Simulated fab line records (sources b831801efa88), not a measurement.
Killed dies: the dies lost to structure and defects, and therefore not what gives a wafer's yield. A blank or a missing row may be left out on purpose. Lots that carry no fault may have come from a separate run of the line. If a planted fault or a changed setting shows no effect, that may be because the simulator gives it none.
A lot that was struck, set against a sound lot :: flow sky130 :: 14 out of 708 route steps
Sound: the wafers L511.2, L511.3, L511.4. The struck wafers were L514.1, L514.2, L514.4. The cause is given at the end.
Each step with rows lists, per side, the tool, then ch with its chambers, then its first start. Under that, the readings that differ: sound wafers :: struck wafers :: difference of the means :: sigmas: that difference in standard deviations of wafers without a fault.
alike: readings with means less than 2 such deviations apart, plus words and numbers identical on both sides. not compared: withheld readings, readings lacking a value on some wafer, bounds such as >300 that could conceal the same value, and numbers that have no deviation in the record and whose values overlap.
A row with sigmas, a row that says differs or no value, or rows on one side alone: a step with any of these is where the two part. Non-overlapping numbers with no deviation appear without sigmas and do not part them. A reading that every wafer of one side lacks parts them only if that side has two wafers or more.

first, 4 steps without rows for these wafers: SKY_LDD_LDN_SOFTBAKE_03 (time 60 s); SKY_LDD_LDN_EXPOSE_04 (exposes mask LDNTM, target cd 700 nm); SKY_LDD_LDN_PEB_05; SKY_LDD_LDN_DEVELOP_06 (develop time 60 s).
SKY_LDD_LDN_OVL_MEAS_07:
  sound on overlay-01 at day 24 09:25; struck on overlay-01 at day 25 15:14
  alike: LDD_LDN_OVL
then, 4 steps without rows for these wafers: SKY_LDD_LDN_IMPLANT_08; SKY_LDD_LDN_IMPLANT_09; SKY_LDD_LDN_IMPLANT_10; SKY_LDD_LDN_IMPLANT_11.
SKY_LDD_LDN_STRIP_12: strips in O2/N2.
  sound on plasma_asher-02 ch 0,1, day 24 10:04; struck on plasma_asher-01 ch 0,1, day 25 15:52
  alike: drypump_motor_current_A, oes_product_au, strip_time_to_endpoint_s
  not compared: rf_hours_counter_h
SKY_LDD_LDN_TW_MEAS_13:
  sound on film_metro-03 at day 24 10:11; struck on film_metro-03 at day 25 15:58
  alike: LDD_LDN_TW
then, 1 step without rows for these wafers: SKY_LDD_LDN_CLEAN_14 (cleans in SC1/SC2, time 150 s).
SKY_SPACER_CVD_00: deposits Si3N4 from DCS/NH3, target thk 43.1 nm, time 740 s.
  sound on lpcvd-02 ch 0, day 24 11:01; struck on lpcvd-02 ch 1, day 25 17:07
  no value came back on the struck wafers for pressure_mtorr (mTorr), spike_tc_bottom_C (C), spike_tc_lower_C (C), spike_tc_top_C (C); on the sound wafers pressure_mtorr (mTorr) reads 249.9 249.9 250.4
SKY_PAD_OPEN_PROBE_99:
  rows exist in the record for the sound wafers here (prober-02, day 46 22:55), none for the struck ones

== WHERE THEY PART ==
First at SKY_SPACER_CVD_00; last, within this record, at SKY_PAD_OPEN_PROBE_99.

WHY: the cause the simulator had injected
Beginning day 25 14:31, the whole step at SKY_SPACER_CVD_00 was skipped on lpcvd-02. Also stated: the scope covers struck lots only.
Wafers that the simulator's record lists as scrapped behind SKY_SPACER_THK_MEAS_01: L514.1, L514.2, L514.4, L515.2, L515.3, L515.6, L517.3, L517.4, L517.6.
